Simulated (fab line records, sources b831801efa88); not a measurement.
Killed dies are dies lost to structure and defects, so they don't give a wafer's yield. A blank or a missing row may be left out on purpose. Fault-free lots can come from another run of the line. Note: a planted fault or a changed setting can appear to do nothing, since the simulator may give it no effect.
fab line records | flow sky130
[record] lots = 4 wafers = 12 last-day = 50
route steps=708 shown VIA2@522 METAL3@532 CAPM@537 PAD_OPEN@708
lots with no fault: from the same line, run without faults
start-h: start of the lot's first displayed wafer, in hours after the record's first day | wait-h: how many hours have passed since the lot's step before this one | " as in the row above | L1.1+2: a row that stands for several wafers | - no value, or no start was given | * or withheld: withheld | < > ~ a bound
route shown NAME@n: names a module that has steps shown in the file, with the first one's number in the route | usual: mean and standard deviation over wafers with no fault | same: alike in all rows | chamber/n: place in a boat | sites: each site's reading | _std_site: the values' standard deviation | _edge_site: inner sites' mean taken away from outer sites' mean | radius-mm: how far each site lies from the wafer's centre | mask NAME#n: copy n | behind: the tool/chamber that last shaped the wafer | hold: what put the lot on hold/how long, in hours/how the hold closed | device: transistor that didn't switch, given as n, p or np | end of line: tests run on the same wafers once the route is complete | a step with no rows: only its recipe | killed: at the first sort, the dies lost to defects and structure; wafer yield is something else | map: per-die view of a wafer (x killed, . not killed, _ where there is no die)
set.NAME: setting as actually run; set.NAME@STEP: the setting as run at that earlier step | model.NAME: the simulator's own value behind a step, which no gauge read
certain route steps with their lots: each step a table, each wafer a row
[[steps]]
[step SKY_VIA2_ETCH_15]
[recipe] target = SiO2 chemistry = C4F8/O2/Ar target-depth-nm = 546 stop-on = TiN mask-material = KrF-thick source-w = 1500 bias-w = 1200 pressure-mtorr = 40 c4f8-flow-sccm = withheld O2_flow_sccm = 6 Ar_flow_sccm = 300 time-s = 84
[step SKY_VIA2_STRIP_16]
[recipe] chemistry = O2/N2 power-w = 1400 pressure-mtorr = 1500 platen-temp-c = withheld o2-flow-sccm = 3000 n2-flow-sccm = 300 overash-fraction = 0.5
[step SKY_VIA2_STRIP_17]
[recipe] chemistry = post-etch-residue-remover time-s = 1200 temp-c = 72.5
[step SKY_VIA2_CLEAN_18]
[recipe] chemistry = IPA time-s = 180 temp-c = 25
[step SKY_VIA2_CLEAN_19]
[recipe] chemistry = O3/DIW dry = n2-spin
[step SKY_VIA2_SPUTTER_20]
[recipe] material = TiN target-thk-nm = 20 chamber-pressure-pa = 5 power-w = 4000 time-s = 80
[step SKY_VIA2_CVD_21]
[recipe] material = W target-thk-nm = 420 time-s = 126.4 temp-c = 400 pressure-torr = 40
[step SKY_VIA2_CMP_24]
[recipe] stop-on = SiO2 t-overpolish-s = 20 down-force-psi = 3.5 platen-rpm = 60 target-thk-nm = 0 pad-velocity-m-s = 0.94248
[step SKY_METAL3_SPUTTER_00]
[recipe] material = Ti target-thk-nm = 15 power-w = 3000 time-s = 10 chamber-pressure-pa = 0.4
[step SKY_METAL3_SPUTTER_01]
[recipe] material = TiN target-thk-nm = 20 power-w = 6500 time-s = 16.7 chamber-pressure-pa = 0.4
[step SKY_METAL3_SPUTTER_02]
[recipe] material = AlCu target-thk-nm = 735 power-w = 10600 time-s = 39.1 chamber-pressure-pa = 0.4
[usual] throttle-valve-pct = 29.8/1.2
// columns lot.wafer tool chamber start-h wait-h throttle-valve-pct model.AlCu_of_METAL3_SPUTTER_02.thk-nm
L278.1 pvd-sputter-01 - 944.14 0.0 28.4 746.3
L278.3 " - " " 30.0 737.1
L278.5 " - " " 28.8 744.4
L279.2 pvd-sputter-01 - 955.78 0.0 29.8 730.7
L279.5 " - " " 31.5 741.9
L279.6 " - " " 28.7 738.1
L283.2 pvd-sputter-01 - 984.53 0.0 27.7 731.5
L283.4 " - " " 31.1 736.8
L283.5 " - " " 27.7 1154
L285.3 pvd-sputter-01 - 993.90 0.0 30.0 1155
L285.5 " - " " 28.8 1159
L285.6 " - " " 31.4 743.7
[step SKY_METAL3_SPUTTER_03]
[recipe] material = Ti target-thk-nm = 5 power-w = 3000 time-s = 3.3 chamber-pressure-pa = 0.4
[step SKY_METAL3_SPUTTER_04]
[recipe] material = TiN target-thk-nm = 70 power-w = 6500 time-s = 58.3 chamber-pressure-pa = 0.4
[step SKY_CAPM_CVD_00]
[recipe] material = SiO2 target-thk-nm = 15.5 temp-c = 400 time-s = withheld rf-w = 450
[step SKY_CAPM_SPUTTER_02]
[recipe] material = TiN target-thk-nm = 200 temp-c = 300 power-w = 6500 time-s = 166.7 chamber-pressure-pa = 0.4
[step SKY_CAPM_DEHYDRATE_05]
[recipe] temp-c = 200 time-s = 60
[step SKY_CAPM_HMDS_06]
[recipe] prime-time-s = 60 prime-temp-c = 120
[step SKY_CAPM_COAT_07]
[recipe] resist = NOVOLAK spin-rpm = 3000 resist-thk-nm = 1140
[step SKY_CAPM_SOFTBAKE_08]
[recipe] temp-c = 90 time-s = 60 resist = NOVOLAK
[step SKY_CAPM_EXPOSE_09]
[recipe] mask-id = CAPM na = 0.6 source-shape = conventional sigma-outer = 0.6 polarization = unpolarized target-cd-nm = 1000 dose-mj = 159
[step SKY_CAPM_PEB_10]
[recipe] temp-c = withheld time-s = * resist = NOVOLAK
[step SKY_CAPM_DEVELOP_11]
[recipe] resist = NOVOLAK developer = TMAH develop-time-s = 60 dev-temp-c = 23
[step SKY_CAPM_METAL_ETCH_13]
[recipe] target-depth-nm = 220 stop-on = SiO2 chemistry = Cl2/BCl3 target = TiN pressure-mtorr = 10 icp-w = 900 bias-w = 48.5 Cl2_flow_sccm = 60 bcl3-flow-sccm = 30 time-s = 62.9
[step SKY_CAPM_STRIP_14]
[recipe] chemistry = O2/N2 power-w = 1400 pressure-mtorr = 1500 platen-temp-c = withheld o2-flow-sccm = 3000 n2-flow-sccm = 300 overash-fraction = 0.5
[step SKY_CAPM_STRIP_15]
[recipe] chemistry = post-etch-residue-remover time-s = 1200 temp-c = 72.5
[step SKY_CAPM_CLEAN_16]
[recipe] chemistry = IPA time-s = 180 temp-c = 25
[step SKY_CAPM_CLEAN_17]
[recipe] chemistry = O3/DIW dry = n2-spin
[step SKY_METAL3_DEHYDRATE_05]
[recipe] temp-c = 200 time-s = 60
[step SKY_METAL3_HMDS_06]
[recipe] prime-time-s = 60 prime-temp-c = 120
[step SKY_METAL3_COAT_07]
[recipe] resist = BARC temp-c = withheld time-s = withheld spin-rpm = 3000 resist-thk-nm = 60
[step SKY_METAL3_COAT_08]
[recipe] resist = KrF-thick spin-rpm = 3000 resist-thk-nm = 1140
[step SKY_METAL3_SOFTBAKE_09]
[recipe] temp-c = 100 time-s = 90 resist = KrF-thick
[step SKY_METAL3_EXPOSE_10]
[recipe] mask-id = MM3 na = 0.68 source-shape = annular sigma-inner = 0.4 sigma-outer = 0.8 target-cd-nm = 300 dose-mj = 28
[step SKY_METAL3_PEB_11]
[recipe] peb-temp-c = withheld peb-time-s = withheld resist = KrF-thick
[step SKY_METAL3_DEVELOP_12]
[recipe] develop-time-s = 60 resist = KrF-thick dev-temp-c = 21
[step SKY_METAL3_METAL_ETCH_18]
[recipe] target-depth-a = 8450 stop-on = SiO2 over-etch-frac = 0.3 time-s = 183.1 chemistry = Cl2/BCl3 resist-sidewall-deg = 88 pressure-mtorr = 10 icp-w = 900 bias-w = 48.5 Cl2_flow_sccm = 60 bcl3-flow-sccm = 30
[usual] drypump-motor-current-A = 5.6/0.32 he-backside-leak-sccm = 3.37/0.25 oes-product-au = 0.864/0.0066 throttle-valve-pct = 22.264/0.01
[same] time-s = 183.1
// columns lot.wafer tool chamber start-h wait-h drypump-motor-current-A he-backside-leak-sccm oes-product-au rf-hours-counter-h throttle-valve-pct
L278.1 rie-metal-01 1 994.48 0.0 5.2 3.10 0.864 16 22.258
L278.3 " 1 " " 5.2 3.24 0.856 - 22.262
L278.5 " 1 " " 5.2 3.20 0.872 - 22.260
L279.2 rie-metal-01 0 1005.25 0.0 5.6 3.37 0.857 15 22.267
L279.5 " 1 " " 5.2 3.11 0.867 - 22.270
L279.6 " 0 " " 5.6 3.25 0.871 - 22.269
L283.2 rie-metal-02 1 1032.95 0.0 5.8 3.61 0.864 8 22.255
L283.4 " 1 " " 5.8 3.48 0.879 - 22.253
L283.5 " 1 " " 5.8 3.68 0.998 - 22.274
L285.3 rie-metal-01 0 1040.94 0.1 5.6 3.07 1.026 - 22.258
L285.5 " 1 " " 5.2 3.10 0.986 - 22.282
L285.6 " 0 " " 5.6 3.25 0.870 - 22.255
[step SKY_PAD_OPEN_PROBE_99]
[usual] defect-limited-yield = 82.4/2 killed_at_M0_to_M3 = 43/6.7 killed_at_M4_up = 3.2/2.1 killed-at-contacts = 25/5.9 killed-at-front-end = 16/4.7 killed-at-other = 0.3/0.54 killed-dies = 87/9.8 killed-on-rim = 17/3.7 killed-open = 47/6.7 killed-short = 40/6.5 sort_bin_3_pad_short = 0.9/0.45 sort_bin_5_function = 10.5/1.5 sort_bin_6_memory = 6.2/1.2 sort-n-pass = 405/9.8 sort-yield-pct = 82.4/2
[same] gross-dies = 492 killed-at-back-side = 0 sort_bin_4_leakage[%] = 0 sort_bin_8_speed[%] = 0
// columns lot.wafer tool chamber start-h wait-h hold defect-limited-yield[%] killed_at_M0_to_M3 killed_at_M4_up killed-at-contacts killed-at-front-end killed-at-other killed-dies killed-on-rim killed-open killed-short sort_bin_3_pad_short[%] sort_bin_5_function[%] sort_bin_6_memory[%] sort-n-pass sort-yield-pct[%]
L278.1 prober-01 - 1153.70 0.1 - 82.5 48 0 17 19 2 86 16 50 34 1.0 10.2 6.3 406 82.5
L278.3 prober-01 - 1153.80 0.2 - 80.5 55 3 28 10 0 96 20 55 41 0.6 9.6 9.3 396 80.5
L278.5 prober-01 - 1153.90 0.2 - 85.4 35 2 26 8 1 72 22 34 36 0.8 7.5 6.3 420 85.4
L279.2 prober-02 - 1161.45 0.1 - 79.9 55 6 22 16 0 99 14 55 44 1.4 12.0 6.7 393 79.9
L279.5 prober-02 - 1161.60 0.2 - 80.9 52 5 23 14 0 94 20 50 44 1.0 12.4 5.7 398 80.9
L279.6 prober-02 - 1161.65 0.2 - 81.7 57 3 23 7 0 90 24 51 39 0.2 12.4 5.7 402 81.7
L283.2 prober-02 - 1182.03 0.1 await-dispo/1.8h/release 83.1 41 5 20 17 0 83 21 45 37 0.8 9.3 6.7 409 83.1
L283.4 prober-02 - 1182.13 0.2 await-dispo/1.8h/release 83.5 43 6 20 11 1 81 18 42 39 0.6 9.6 6.3 411 83.5
L283.5 prober-02 - 1182.18 0.2 await-dispo/1.8h/release 0 451 1 20 20 0 492 96 40 36 1.0 94.3 4.7 0 0
L285.3 prober-02 - 1188.95 0.2 await-dispo/4.9h/release 0 452 7 17 16 0 492 96 41 47 1.0 93.7 5.3 0 0
L285.5 prober-02 - 1189.05 0.2 await-dispo/4.9h/release 0 458 3 19 12 0 492 96 40 18 0.8 95.7 3.5 0 0
L285.6 prober-02 - 1189.10 0.2 await-dispo/4.9h/release 81.5 38 11 22 20 0 91 19 46 45 0.6 12.4 5.5 401 81.5
// killed by level:class
L278.1 VIA1:geometric-particle:open=15 VIA2:geometric-particle:open=8 VIA3:geometric-particle:short=6 FIELD_ISO:geometric-particle:open=5 CONTACT:geometric-particle:open=5 VIA3:geometric-particle:open=5 CONTACT:geometric-particle:short=4 VIA2:geometric-particle:short=4
L278.3 CONTACT:geometric-particle:open=12 VIA1:geometric-particle:open=11 VIA2:geometric-particle:open=10 LI_CONTACT:geometric-particle:open=8 METAL1:geometric-particle:short=8 VIA3:geometric-particle:open=6 VIA1:geometric-particle:short=5 POLY_GATE:geometric-particle:short=4
L278.5 CONTACT:geometric-particle:open=8 LOCAL_INTERCONNECT:geometric-particle:short=7 VIA1:geometric-particle:open=7 VIA2:geometric-particle:short=6 LI_CONTACT:geometric-particle:open=5 VIA2:geometric-particle:open=4 METAL1:geometric-particle:short=4 VIA1:geometric-particle:short=4
L279.2 CONTACT:geometric-particle:open=13 VIA3:geometric-particle:open=10 VIA1:geometric-particle:open=9 VIA2:geometric-particle:open=9 METAL1:geometric-particle:short=8 METAL2:geometric-particle:short=5 FIELD_ISO:geometric-particle:short=4 POLY_CUT:geometric-particle:open=4
L279.5 VIA1:geometric-particle:open=16 CONTACT:geometric-particle:open=12 METAL1:geometric-particle:short=8 METAL2:geometric-particle:short=6 VIA3:geometric-particle:open=6 POLY_GATE:geometric-particle:short=5 VIA2:geometric-particle:open=5 LI_CONTACT:geometric-particle:open=4
L279.6 VIA1:geometric-particle:open=17 CONTACT:geometric-particle:open=9 METAL1:geometric-particle:short=8 LOCAL_INTERCONNECT:geometric-particle:short=7 VIA2:geometric-particle:open=7 LI_CONTACT:geometric-particle:open=6 VIA1:geometric-particle:short=5 METAL2:geometric-particle:short=5
L283.2 VIA3:geometric-particle:open=12 POLY_GATE:geometric-particle:short=7 CONTACT:geometric-particle:open=7 VIA1:geometric-particle:open=7 CONTACT:geometric-particle:short=6 POLY_GATE:geometric-particle:open=5 VIA2:geometric-particle:open=5 VIA2:geometric-particle:short=4
L283.4 VIA2:geometric-particle:open=7 CONTACT:geometric-particle:open=7 METAL1:geometric-particle:short=7 METAL2:geometric-particle:short=6 VIA1:geometric-particle:open=6 CONTACT:geometric-particle:short=5 VIA3:geometric-particle:open=4 LI_CONTACT:geometric-particle:open=4
L283.5 METAL3:area-etch=416 VIA1:geometric-particle:open=7 POLY_GATE:geometric-particle:open=6 CONTACT:geometric-particle:short=6 VIA2:geometric-particle:open=6 FIELD_ISO:geometric-particle:short=5 POLY_GATE:geometric-particle:short=5 CONTACT:geometric-particle:open=5
L285.3 METAL3:area-etch=404 METAL1:geometric-particle:short=9 VIA2:geometric-particle:open=9 CONTACT:geometric-particle:open=7 METAL4:geometric-particle:short=7 VIA1:geometric-particle:open=5 VIA3:geometric-particle:open=5 POLY_GATE:geometric-particle:open=4
L285.5 METAL3:area-etch=434 LI_CONTACT:geometric-particle:open=12 VIA1:geometric-particle:open=7 CONTACT:geometric-particle:open=6 FIELD_ISO:geometric-particle:open=3 POLY_GATE:geometric-particle:short=3 POLY_GATE:geometric-particle:open=3 VIA2:geometric-particle:open=3
L285.6 CONTACT:geometric-particle:open=10 VIA1:geometric-particle:open=10 METAL2:geometric-particle:short=8 METAL4:geometric-particle:short=7 FIELD_ISO:geometric-particle:open=6 POLY_GATE:geometric-particle:short=5 POLY_GATE:geometric-particle:open=5 FIELD_ISO:geometric-particle:short=4
// map L283.5 (x killed, . not)
__________xxxxxxxxxx_________
________xxxxxxxxxxxxxx_______
______xxxxxxxxxxxxxxxxxx_____
_____xxxxxxxxxxxxxxxxxxxx____
____xxxxxxxxxxxxxxxxxxxxxx___
___xxxxxxxxxxxxxxxxxxxxxxxx__
__xxxxxxxxxxxxxxxxxxxxxxxxxx_
_xxxxxxxxxxxxxxxxxxxxxxxxxxxx
_xxxxxxxxxxxxxxxxxxxxxxxxxxxx
_xxxxxxxxxxxxxxxxxxxxxxxxxxxx
_xxxxxxxxxxxxxxxxxxxxxxxxxxxx
_xxxxxxxxxxxxxxxxxxxxxxxxxxxx
_xxxxxxxxxxxxxxxxxxxxxxxxxxxx
_xxxxxxxxxxxxxxxxxxxxxxxxxxxx
_xxxxxxxxxxxxxxxxxxxxxxxxxxxx
__xxxxxxxxxxxxxxxxxxxxxxxxxx_
___xxxxxxxxxxxxxxxxxxxxxxxx__
____xxxxxxxxxxxxxxxxxxxxxx___
_____xxxxxxxxxxxxxxxxxxxx____
______xxxxxxxxxxxxxxxxxx_____
________xxxxxxxxxxxxxx_______
__________xxxxxxxxxx_________
// map L285.3 (x killed, . not)
__________xxxxxxxxxx_________
________xxxxxxxxxxxxxx_______
______xxxxxxxxxxxxxxxxxx_____
_____xxxxxxxxxxxxxxxxxxxx____
____xxxxxxxxxxxxxxxxxxxxxx___
___xxxxxxxxxxxxxxxxxxxxxxxx__
__xxxxxxxxxxxxxxxxxxxxxxxxxx_
_xxxxxxxxxxxxxxxxxxxxxxxxxxxx
_xxxxxxxxxxxxxxxxxxxxxxxxxxxx
_xxxxxxxxxxxxxxxxxxxxxxxxxxxx
_xxxxxxxxxxxxxxxxxxxxxxxxxxxx
_xxxxxxxxxxxxxxxxxxxxxxxxxxxx
_xxxxxxxxxxxxxxxxxxxxxxxxxxxx
_xxxxxxxxxxxxxxxxxxxxxxxxxxxx
_xxxxxxxxxxxxxxxxxxxxxxxxxxxx
__xxxxxxxxxxxxxxxxxxxxxxxxxx_
___xxxxxxxxxxxxxxxxxxxxxxxx__
____xxxxxxxxxxxxxxxxxxxxxx___
_____xxxxxxxxxxxxxxxxxxxx____
______xxxxxxxxxxxxxxxxxx_____
________xxxxxxxxxxxxxx_______
__________xxxxxxxxxx_________
[[key]]
[first-sign] step = SKY_METAL3_METAL_ETCH_18 reading = oes-product-au direction = up sigmas = 21 usual = 0.864 struck = 1.004
[effect] step = SKY_PAD_OPEN_PROBE_99 reading = killed_at_M0_to_M3 direction = up sigmas = 61 usual = 43 struck = 454
[model-effect] step = SKY_METAL3_SPUTTER_02 value = AlCu_of_METAL3_SPUTTER_02.thk-nm without = 737.6 struck = 1156
[more-kills-born-at] SKY_METAL3_METAL_ETCH_18@rie-metal-01 = 838 SKY_METAL3_METAL_ETCH_18@rie-metal-02 = 416
met-at SKY_METAL3_SPUTTER_02
struck-wafers L283.5,L285.3,L285.5
later-rows-left-out L283.5,L285.3,L285.5
onset-between 955.78 984.53
[fault] kind = process-parameter-drift tool = pvd-sputter-01 chamber = - onset-h = 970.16 steps = SKY_METAL3_SPUTTER_02 channel = target-thk-nm offset = 418.47 shape = step end-h = 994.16 scope = struck-wafers-only acts-in = these-recipes-only stated = 735
// later-rows-left-out: the simulator's readings of these wafers behind a module that went badly wrong aren't trusted and aren't shown, but for the sort
